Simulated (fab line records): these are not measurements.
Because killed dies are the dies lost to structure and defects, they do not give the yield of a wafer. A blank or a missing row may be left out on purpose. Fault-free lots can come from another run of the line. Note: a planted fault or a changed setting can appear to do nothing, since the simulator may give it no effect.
A struck lot beside a sound one -- flow sky130 -- 14 out of 708 route steps
Sound: these wafers, L753.1, L753.4, L753.5. Wafers L761.1, L761.2, L761.3 were the ones struck. At the end, the cause is stated.
For every step that has rows: the tool of each side, followed by ch and its chambers, followed by its first start. Under that, the readings that differ: sound wafers -- struck wafers -- difference of the means -- sigmas: that difference in standard deviations of wafers without a fault.
alike: same words and numbers on both sides, and readings whose means sit less than 2 such deviations apart. not compared: any withheld reading, any reading some wafer has no value for, any bound like >300 that may hide the same value, and any number with overlapping values for which the record gives no deviation.
A row with sigmas, a row that says differs or no value, or rows on one side alone: a step with any of these is where the two part. Numbers that don't overlap but have no deviation are shown without sigmas and don't part them. A reading that every wafer of one side lacks parts them only if that side has two wafers or more.

SKY_METAL2_SPUTTER_00: material Ti, target thk 15 nm, time 10 s.
  struck on pvd sputter-03, day 36 18:51; sound on pvd sputter-03, day 33 23:11
  alike: throttle valve pct
SKY_METAL2_SPUTTER_01: material TiN, target thk 20 nm, time 16.7 s.
  struck on pvd sputter-03, day 36 18:52; sound on pvd sputter-03, day 33 23:13
  alike: throttle valve pct
SKY_METAL2_SPUTTER_02: material AlCu, target thk 250 nm, time 13.3 s.
  struck on pvd sputter-03, day 36 18:54; sound on pvd sputter-03, day 33 23:14
  alike: throttle valve pct
SKY_METAL2_SPUTTER_03: material Ti, target thk 5 nm, time 3.3 s.
  struck on pvd sputter-03, day 36 18:55; sound on pvd sputter-03, day 33 23:16
  alike: throttle valve pct
SKY_METAL2_SPUTTER_04: material TiN, target thk 70 nm, time 58.3 s.
  struck on pvd sputter-03, day 36 18:56; sound on pvd sputter-03, day 33 23:17
  alike: throttle valve pct
SKY_METAL2_RS_MEAS_05: measures by four-point-probe.
  struck on film metro-03, day 36 18:59; sound on film metro-04, day 33 23:20
  alike: METAL2_ALCU_RS
SKY_METAL2_THK_MEAS_06: measures by xrf.
  struck on film metro-03, day 36 19:07; sound on film metro-04, day 33 23:28
  alike: METAL2_ALCU_THK
then, 5 steps without rows for these wafers: SKY_METAL2_DEHYDRATE_07 (time 60 s); SKY_METAL2_HMDS_08 (prime time 60 s); SKY_METAL2_COAT_09 (resist thk 60 nm); SKY_METAL2_COAT_10 (resist thk 450 nm); SKY_METAL2_SOFTBAKE_11 (time 85.92 s).
SKY_METAL2_EXPOSE_12: exposes mask MM2, target cd 140 nm.
  struck on krf scanner-02, day 37 08:16; sound on krf scanner-01 ch 0, day 34 12:41
  no value came back on the struck wafers for exposure dose mJ cm2, focus offset nm (nm); on the sound wafers exposure dose mJ cm2 reads 27.967 27.973 27.982
  alike: mask
after that, 1 step had no rows for these wafers: SKY_METAL2_PEB_13.

== WHERE THEY PART ==
Within this record, at SKY_METAL2_EXPOSE_12 only.

WHY: what had been put in by the simulator
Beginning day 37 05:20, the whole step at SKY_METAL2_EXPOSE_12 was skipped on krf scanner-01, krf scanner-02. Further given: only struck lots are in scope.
